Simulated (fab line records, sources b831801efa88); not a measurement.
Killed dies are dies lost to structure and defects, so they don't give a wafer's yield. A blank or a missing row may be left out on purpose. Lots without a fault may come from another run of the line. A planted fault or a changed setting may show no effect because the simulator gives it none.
fab line records | flow sky130
record lots=24 wafers=72 last_day=50
route steps=708 shown PWDE@52 LOCAL_INTERCONNECT@388 CONTACT@411 METAL1@439 VIA2@509 METAL4@630
lots that met no fault: from a run of the same line without faults
start_h: hours from the record's first day to the start of the lot's first wafer shown | wait_h: hours since the lot's step before | " the same as in the row above | L1.1+2: a row that stands for several wafers | - no value, or no start given | * or withheld: withheld | < > ~ a bound
route shown NAME@n: a module of which the file shows steps, and the number in the route of the first | usual: mean/standard deviation of fault-free wafers | same: alike in all rows | chamber/n: place in a boat | sites: the reading at each site | _std_site: their standard deviation | _edge_site: outer sites' mean less inner sites' | radius_mm: how far each site lies from the wafer's centre | mask NAME#n: copy n | behind: the tool/chamber that last shaped the wafer | hold: why the lot was held/for how many hours/how that ended | device: the transistor (n, p or np) that didn't switch | end of line: the same wafers' tests at the end of the route | a step without rows: its recipe alone | killed: dies lost to structure and defects at the first sort, not the wafer's yield | map: a wafer's dies, x killed, . not, _ none there
set.NAME: the setting as run; set.NAME@STEP: as run at that earlier step | model.NAME: the simulator's own value behind a step, which no gauge read
steps of the route over a sample of lots; a table a step, a row a wafer
services: from which hour (start_h, from the record's first day; less than 0 if before it) a tool's chamber was out of use, for how many hours, and why
## steps
# step SKY_PWDE_OVL_MEAS_07
# usual PWDE_OVL=-0.1/1.4
# columns lot.wafer tool chamber start_h wait_h PWDE_OVL[nm]
L074.3 overlay-01 - 76.41 - 3.7
L074.4 " - " " 2.1
L074.6 " - " " 3.1
L075.1 overlay-02 - 84.15 - 0.1
L075.3 " - " " -0.2
L075.5 " - " " -1.5
L076.1 overlay-02 - 87.56 - -2.8
L076.2 " - " " -1.0
L076.3 " - " " -3.5
L077.3 overlay-02 - 89.81 - 1.1
L077.4 " - " " 1.7
L077.5 " - " " 1.4
L078.2 overlay-02 - 94.70 - 2.0
L078.4 " - " " 0.5
L078.6 " - " " 0.1
L079.3 overlay-02 - 102.17 - -1.6
L079.5 " - " " -2.2
L079.6 " - " " -2.0
L081.2 overlay-01 - 110.57 - 0.3
L081.3 " - " " 1.3
L081.6 " - " " 0.0
L080.3 overlay-02 - 110.61 - 0.5
L080.4 " - " " 1.2
L080.6 " - " " 0.9
L082.2 overlay-01 - 113.47 - 1.3
L082.5 " - " " 1.0
L082.6 " - " " -0.2
L083.1 overlay-01 - 118.41 - 0.9
L083.3 " - " " 0.9
L083.4 " - " " 1.1
L084.4 overlay-02 - 126.38 - -1.7
L084.5 " - " " -0.9
L084.6 " - " " -1.4
L085.1 overlay-01 - 134.36 - -1.4
L085.2 " - " " -1.3
L085.3 " - " " -1.5
L086.1 overlay-02 - 136.10 - -2.9
L086.3 " - " " -2.1
L086.5 " - " " -0.7
L087.3 overlay-02 - 139.27 - 0.2
L087.4 " - " " -0.4
L087.6 " - " " -0.5
L088.2 overlay-01 - 144.92 - -2.0
L088.3 " - " " -1.3
L088.5 " - " " 0.0
L089.2 overlay-02 - 151.07 - -1.8
L089.3 " - " " -1.4
L089.4 " - " " -0.8
L090.1 overlay-01 - 157.41 - -2.3
L090.3 " - " " -0.7
L090.5 " - " " -2.6
L091.2 overlay-02 - 162.92 - 0.0
L091.5 " - " " 0.1
L091.6 " - " " -0.5
L092.2 overlay-01 - 169.17 - 0.9
L092.5 " - " " 2.4
L092.6 " - " " 0.5
L093.2 overlay-01 - 172.62 - -1.2
L093.3 " - " " 0.9
L093.6 " - " " -1.0
L094.2 overlay-02 - 184.57 - 2.3
L094.3 " - " " 1.4
L094.4 " - " " 1.7
L095.2 overlay-02 - 189.66 - -0.4
L095.5 " - " " -0.3
L095.6 " - " " 1.4
L096.4 overlay-01 - 194.43 - 0.5
L096.5 " - " " -0.2
L096.6 " - " " -0.7
L097.1 overlay-01 - 199.05 - 1.3
L097.3 " - " " 0.4
L097.6 " - " " 0.0
# step SKY_LOCAL_INTERCONNECT_RS_MEAS_01
# recipe thk_meas_gauge=four-point-probe reads=TiN_of_LOCAL_INTERCONNECT_SPUTTER_00
# usual LOCAL_INTERCONNECT_TIN_RS=14.11/0.17
# columns lot.wafer tool chamber start_h wait_h LOCAL_INTERCONNECT_TIN_RS[ohm/sq]
L074.3 film_metro-04 - 694.13 0.1 14.35
L074.4 " - " " 14.46
L074.6 " - " " 14.39
L076.1 film_metro-03 - 701.70 0.0 14.14
L076.2 " - " " 14.02
L076.3 " - " " 14.03
L075.1 film_metro-03 - 704.54 0.0 14.24
L075.3 " - " " 14.30
L075.5 " - " " 14.29
L077.3 film_metro-03 - 708.43 0.1 14.35
L077.4 " - " " 14.15
L077.5 " - " " 14.08
L078.2 film_metro-02 - 712.90 0.1 14.21
L078.4 " - " " 13.92
L078.6 " - " " 14.13
L079.3 film_metro-02 - 718.42 0.1 14.07
L079.5 " - " " 14.09
L079.6 " - " " 14.03
L081.2 film_metro-04 - 735.80 0.1 14.08
L081.3 " - " " 14.26
L081.6 " - " " 14.10
L080.3 film_metro-03 - 739.30 0.1 14.21
L080.4 " - " " 14.19
L080.6 " - " " 14.18
L082.2 film_metro-04 - 740.30 0.1 14.53
L082.5 " - " " 14.33
L082.6 " - " " 14.25
L083.1 film_metro-02 - 751.43 0.0 13.97
L083.3 " - " " 13.96
L083.4 " - " " 13.96
L084.4 film_metro-02 - 761.07 0.1 14.01
L084.5 " - " " 14.06
L084.6 " - " " 14.19
L085.1 film_metro-03 - 769.61 0.0 14.15
L085.2 " - " " 14.33
L085.3 " - " " 14.28
L086.1 film_metro-02 - 771.47 0.0 14.09
L086.3 " - " " 14.24
L086.5 " - " " 14.19
L087.3 film_metro-03 - 779.70 0.1 14.06
L087.4 " - " " 14.15
L087.6 " - " " 14.19
L088.2 film_metro-02 - 786.61 0.1 14.01
L088.3 " - " " 14.09
L088.5 " - " " 14.18
L089.2 film_metro-03 - 791.31 0.1 14.39
L089.3 " - " " 14.24
L089.4 " - " " 14.18
L090.1 film_metro-02 - 802.14 0.0 14.27
L090.3 " - " " 14.00
L090.5 " - " " 14.11
L091.2 film_metro-02 - 804.65 0.1 13.90
L091.5 " - " " 14.02
L091.6 " - " " 14.11
L092.2 film_metro-02 - 821.28 0.1 14.16
L092.5 " - " " 14.26
L092.6 " - " " 14.11
L093.2 film_metro-02 - 822.61 0.1 13.97
L093.3 " - " " 14.23
L093.6 " - " " 13.82
L094.2 film_metro-02 - 834.31 0.1 14.09
L094.3 " - " " 13.70
L094.4 " - " " 13.94
L095.2 film_metro-03 - 840.23 0.1 13.96
L095.5 " - " " 14.25
L095.6 " - " " 13.92
L096.4 film_metro-03 - 843.52 0.1 14.33
L096.5 " - " " 14.25
L096.6 " - " " 14.29
L097.1 film_metro-04 - 849.58 0.0 14.04
L097.3 " - " " 13.93
L097.6 " - " " 13.99
# step SKY_CONTACT_BOW_MEAS_05
# recipe mode=bow
# usual CONTACT_BOW=82/7.4
# columns lot.wafer tool chamber start_h wait_h CONTACT_BOW[um]
L074.3 film_metro-02 - 723.70 0.2 76
L074.4 " - " " 90
L074.6 " - " " 82
L076.1 film_metro-02 - 730.84 0.1 68
L076.2 " - " " 82
L076.3 " - " " 73
L075.1 film_metro-02 - 734.08 0.2 79
L075.3 " - " " 81
L075.5 " - " " 79
L077.3 film_metro-01 - 738.11 0.3 82
L077.4 " - " " 81
L077.5 " - " " 84
L078.2 film_metro-02 - 742.22 0.2 80
L078.4 " - " " 86
L078.6 " - " " 90
L079.3 film_metro-02 - 747.95 0.2 62
L079.5 " - " " 77
L079.6 " - " " 80
L081.2 film_metro-01 - 763.78 0.3 75
L081.3 " - " " 82
L081.6 " - " " 87
L080.3 film_metro-01 - 767.75 0.1 83
L080.4 " - " " 75
L080.6 " - " " 96
L082.2 film_metro-04 - 768.70 0.1 67
L082.5 " - " " 84
L082.6 " - " " 81
L083.1 film_metro-01 - 780.05 0.1 68
L083.3 " - " " 85
L083.4 " - " " 92
L084.4 film_metro-01 - 789.53 0.3 85
L084.5 " - " " 85
L084.6 " - " " 82
L085.1 film_metro-01 - 798.21 0.2 78
L085.2 " - " " 93
L085.3 " - " " 85
L086.1 film_metro-02 - 800.33 0.1 78
L086.3 " - " " 90
L086.5 " - " " 74
L087.3 film_metro-01 - 807.31 0.2 80
L087.4 " - " " 86
L087.6 " - " " 91
L088.2 film_metro-02 - 814.18 0.3 87
L088.3 " - " " 91
L088.5 " - " " 73
L089.2 film_metro-02 - 819.91 0.2 77
L089.3 " - " " 91
L089.4 " - " " 73
L090.1 film_metro-02 - 830.45 0.2 77
L090.3 " - " " 82
L090.5 " - " " 88
L091.2 film_metro-04 - 833.06 0.1 72
L091.5 " - " " 74
L091.6 " - " " 84
L092.2 film_metro-04 - 848.81 0.3 83
L092.5 " - " " 84
L092.6 " - " " 90
L093.2 film_metro-01 - 849.73 0.2 80
L093.3 " - " " 85
L093.6 " - " " 84
L094.2 film_metro-02 - 860.85 0.2 92
L094.3 " - " " 73
L094.4 " - " " 89
L095.2 film_metro-02 - 867.81 0.3 73
L095.5 " - " " 77
L095.6 " - " " 79
L096.4 film_metro-04 - 871.43 0.3 85
L096.5 " - " " 78
L096.6 " - " " 81
L097.1 film_metro-04 - 876.66 0.1 91
L097.3 " - " " 90
L097.6 " - " " 84
# step SKY_METAL1_RS_MEAS_05
# recipe thk_meas_gauge=four-point-probe reads=TiN_of_METAL1_SPUTTER_04+Ti_of_METAL1_SPUTTER_03+AlCu_of_METAL1_SPUTTER_02+TiN_of_METAL1_SPUTTER_01+Ti_of_METAL1_SPUTTER_00
# usual METAL1_ALCU_RS=0.1278/0.0017
# columns lot.wafer tool chamber start_h wait_h METAL1_ALCU_RS[ohm/sq]
L074.3 film_metro-02 - 753.44 0.1 0.1298
L074.4 " - " " 0.1299
L074.6 " - " " 0.1302
L076.1 film_metro-03 - 760.28 0.0 0.1266
L076.2 " - " " 0.1264
L076.3 " - " " 0.1290
L075.1 film_metro-03 - 762.38 0.0 0.1287
L075.3 " - " " 0.1302
L075.5 " - " " 0.1285
L077.3 film_metro-02 - 767.19 0.1 0.1265
L077.4 " - " " 0.1270
L077.5 " - " " 0.1266
L078.2 film_metro-01 - 770.93 0.0 0.1291
L078.4 " - " " 0.1288
L078.6 " - " " 0.1297
L079.3 film_metro-03 - 776.75 0.1 0.1253
L079.5 " - " " 0.1256
L079.6 " - " " 0.1279
L081.2 film_metro-01 - 791.39 0.1 0.1272
L081.3 " - " " 0.1304
L081.6 " - " " 0.1265
L080.3 film_metro-03 - 795.79 0.1 0.1260
L080.4 " - " " 0.1262
L080.6 " - " " 0.1258
L082.2 film_metro-03 - 796.51 0.0 0.1274
L082.5 " - " " 0.1254
L082.6 " - " " 0.1276
L083.1 film_metro-02 - 808.51 0.0 0.1292
L083.3 " - " " 0.1256
L083.4 " - " " 0.1275
L084.4 film_metro-02 - 818.15 0.1 0.1304
L084.5 " - " " 0.1299
L084.6 " - " " 0.1315
L085.1 film_metro-01 - 826.38 0.0 0.1289
L085.2 " - " " 0.1278
L085.3 " - " " 0.1261
L086.1 film_metro-03 - 828.22 0.0 0.1268
L086.3 " - " " 0.1257
L086.5 " - " " 0.1270
L087.3 film_metro-01 - 835.27 0.1 0.1293
L087.4 " - " " 0.1297
L087.6 " - " " 0.1305
L088.2 film_metro-03 - 841.45 0.0 0.1256
L088.3 " - " " 0.1289
L088.5 " - " " 0.1312
L089.2 film_metro-03 - 847.80 0.0 0.1301
L089.3 " - " " 0.1303
L089.4 " - " " 0.1274
L090.1 film_metro-01 - 859.16 0.0 0.1293
L090.3 " - " " 0.1274
L090.5 " - " " 0.1280
L091.2 film_metro-01 - 860.78 0.0 0.1286
L091.5 " - " " 0.1295
L091.6 " - " " 0.1270
L092.2 film_metro-03 - 876.32 0.0 0.1272
L092.5 " - " " 0.1276
L092.6 " - " " 0.1260
L093.2 film_metro-03 - 877.30 0.0 0.1290
L093.3 " - " " 0.1291
L093.6 " - " " 0.1272
L094.2 film_metro-02 - 887.95 0.0 0.1258
L094.3 " - " " 0.1230
L094.4 " - " " 0.1242
L095.2 film_metro-02 - 894.68 0.0 0.1243
L095.5 " - " " 0.1277
L095.6 " - " " 0.1256
L096.4 film_metro-01 - 898.11 0.1 0.1277
L096.5 " - " " 0.1251
L096.6 " - " " 0.1283
L097.1 film_metro-02 - 903.31 0.0 0.1269
L097.3 " - " " 0.1281
L097.6 " - " " 0.1270
# step SKY_VIA2_CMP_02
# recipe material=SiO2 down_force_psi=4 platen_rpm=60 pad_velocity_m_s=0.94248
# usual head_pressure_psi=4.000/0.0085 motor_current_A=12.1/1.3
# columns lot.wafer tool chamber start_h wait_h head_pressure_psi motor_current_A
L074.3 cmp-02 0 836.57 0.1 4.004 11.7
L074.4 " 2 " " 4.002 11.9
L074.6 " 0 " " 4.007 11.7
L076.1 cmp-01 2 844.50 0.1 3.994 10.8
L076.3 " 3 " " 3.994 10.1
L076.2 " 1 " " 4.005 13.1
L075.1 cmp-01 0 846.28 0.1 3.993 14.4
L075.3 " 1 " " 3.990 13.8
L075.5 " 0 " " 4.012 14.3
L077.3 cmp-01 3 849.83 0.1 4.003 9.6
L077.4 " 0 " " 4.006 14.4
L077.5 " 3 " " 4.005 9.7
L078.4 cmp-02 0 854.69 0.0 3.987 11.7
L078.2 " 1 " " 4.000 12.8
L078.6 " 0 " " 3.994 12.0
L079.3 cmp-02 2 860.67 0.2 3.990 11.8
L079.5 " 1 " " 3.998 13.2
L079.6 " 2 " " 3.987 12.1
L081.3 cmp-02 2 874.79 0.0 3.989 11.6
L081.2 " 3 " " 4.006 12.1
L081.6 " 3 " " 4.009 12.6
L080.3 cmp-02 1 879.56 0.1 3.998 13.0
L080.4 " 2 " " 3.998 12.0
L080.6 " 1 " " 4.011 13.3
L082.2 cmp-02 2 879.81 0.1 3.997 11.5
L082.6 " 2 " " 4.001 11.3
L082.5 " 3 " " 3.993 12.2
L083.1 cmp-02 0 890.21 0.1 3.988 12.0
L083.3 " 1 " " 4.011 12.5
L083.4 " 3 " " 3.985 12.6
L084.4 cmp-01 3 899.68 0.1 3.999 9.8
L084.6 " 1 " " 3.994 13.4
L084.5 " 2 " " 3.999 11.0
L085.1 cmp-02 2 908.59 0.1 4.005 11.8
L085.3 " 0 " " 4.000 11.2
L085.2 " 1 " " 4.015 13.6
L086.1 cmp-01 0 910.47 0.1 4.000 14.3
L086.3 " 2 " " 4.008 11.0
L086.5 " 0 " " 3.998 14.5
L087.4 cmp-01 2 915.85 0.0 4.009 11.1
L087.3 " 0 " " 3.990 14.3
L087.6 " 2 " " 4.010 10.8
L088.2 cmp-01 0 921.52 0.1 3.997 14.5
L088.3 " 1 " " 4.002 13.3
L088.5 " 0 " " 3.998 14.9
L089.4 cmp-01 3 927.57 0.4 3.995 9.8
L089.2 " 0 " " 3.990 14.3
L089.3 " 1 " " 4.005 13.1
L090.1 cmp-02 0 939.24 0.1 4.000 11.5
L090.3 " 1 " " 4.016 12.9
L090.5 " 1 " " 4.021 12.9
L091.2 cmp-02 3 940.00 0.0 3.996 12.1
L091.6 " 3 " " 3.990 12.3
L091.5 " 0 " " 4.004 11.5
L092.2 cmp-02 2 954.53 0.1 3.991 11.7
L092.5 " 0 " " 4.004 11.8
L092.6 " 1 " " 4.000 12.4
L093.2 cmp-01 1 955.71 0.0 4.009 13.4
L093.3 " 2 " " 4.001 10.8
L093.6 " 2 " " 4.013 10.8
L094.2 cmp-02 1 967.10 0.0 4.008 13.1
L094.3 " 2 " " 4.008 11.5
L094.4 " 0 " " 3.994 11.5
L095.2 cmp-02 0 974.01 0.1 4.009 12.2
L095.6 " 3 " " 3.997 12.4
L095.5 " 0 " " 4.004 11.5
L096.4 cmp-01 1 976.66 0.1 4.008 13.6
L096.6 " 3 " " 3.999 9.9
L096.5 " 0 " " 3.996 13.5
L097.1 cmp-02 2 982.25 0.1 4.000 12.1
L097.3 " 3 " " 4.002 12.2
L097.6 " 2 " " 3.991 11.8
# step SKY_METAL4_OVL_MEAS_14
# usual METAL4_OVL=-3/5.9
# columns lot.wafer tool chamber start_h wait_h METAL4_OVL[nm]
L074.3 overlay-02 - 994.54 0.1 -8
L074.4 " - " " -10
L074.6 " - " " -11
L076.1 overlay-01 - 999.57 0.1 -1
L076.2 " - " " 0
L076.3 " - " " 2
L075.1 overlay-02 - 1001.57 0.1 -14
L075.3 " - " " -13
L075.5 " - " " -12
L077.3 overlay-02 - 1004.54 0.1 3
L077.4 " - " " 2
L077.5 " - " " 3
L078.2 overlay-02 - 1010.29 0.1 5
L078.4 " - " " 2
L078.6 " - " " 2
L079.3 overlay-02 - 1014.93 0.1 -11
L079.5 " - " " -15
L079.6 " - " " -11
L081.2 overlay-01 - 1026.92 0.1 -4
L081.3 " - " " -10
L081.6 " - " " -8
L080.3 overlay-01 - 1031.89 0.1 -6
L080.4 " - " " -5
L080.6 " - " " -12
L082.2 overlay-01 - 1033.34 0.1 -3
L082.5 " - " " 1
L082.6 " - " " -3
L083.1 overlay-01 - 1042.22 0.1 4
L083.3 " - " " 6
L083.4 " - " " 6
L084.4 overlay-01 - 1050.03 0.1 -5
L084.5 " - " " 2
L084.6 " - " " -10
L085.1 overlay-02 - 1057.43 0.1 2
L085.2 " - " " 8
L085.3 " - " " 6
L086.1 overlay-01 - 1058.58 0.1 -1
L086.3 " - " " 3
L086.5 " - " " -2
L087.3 overlay-02 - 1064.04 0.1 -4
L087.4 " - " " -5
L087.6 " - " " -4
L088.2 overlay-01 - 1068.49 0.1 -5
L088.3 " - " " -5
L088.5 " - " " 1
L089.2 overlay-01 - 1074.89 0.1 -2
L089.3 " - " " -8
L089.4 " - " " -8
L090.1 overlay-01 - 1084.28 0.1 0
L090.3 " - " " -1
L090.5 " - " " -8
L091.2 overlay-02 - 1085.24 0.1 -1
L091.5 " - " " 0
L091.6 " - " " 5
L092.2 overlay-02 - 1097.08 0.1 -1
L092.5 " - " " 3
L092.6 " - " " 6
L093.2 overlay-01 - 1098.79 0.1 -10
L093.3 " - " " -1
L093.6 " - " " -7
L094.2 overlay-01 - 1107.97 0.1 -1
L094.3 " - " " 4
L094.4 " - " " 0
L095.2 overlay-02 - 1112.38 0.1 6
L095.5 " - " " -2
L095.6 " - " " 3
L096.4 overlay-01 - 1114.80 0.1 -17
L096.5 " - " " -10
L096.6 " - " " -10
L097.1 overlay-02 - 1120.38 0.1 -2
L097.3 " - " " 5
L097.6 " - " " -4
## services
# columns tool chamber start_h hours kind
cmp-02 - 849.64 0.9 repair
cmp-02 - 911.36 7.0 pm
cmp-02 - 918.36 5.7 pm
cmp-02 - 924.04 4.0 pm
cmp-01 - 928.04 5.0 pm
cmp-02 - 928.04 - consumable_replace:conditioner
cmp-02 - 928.04 - consumable_replace:pad
## key
fault none
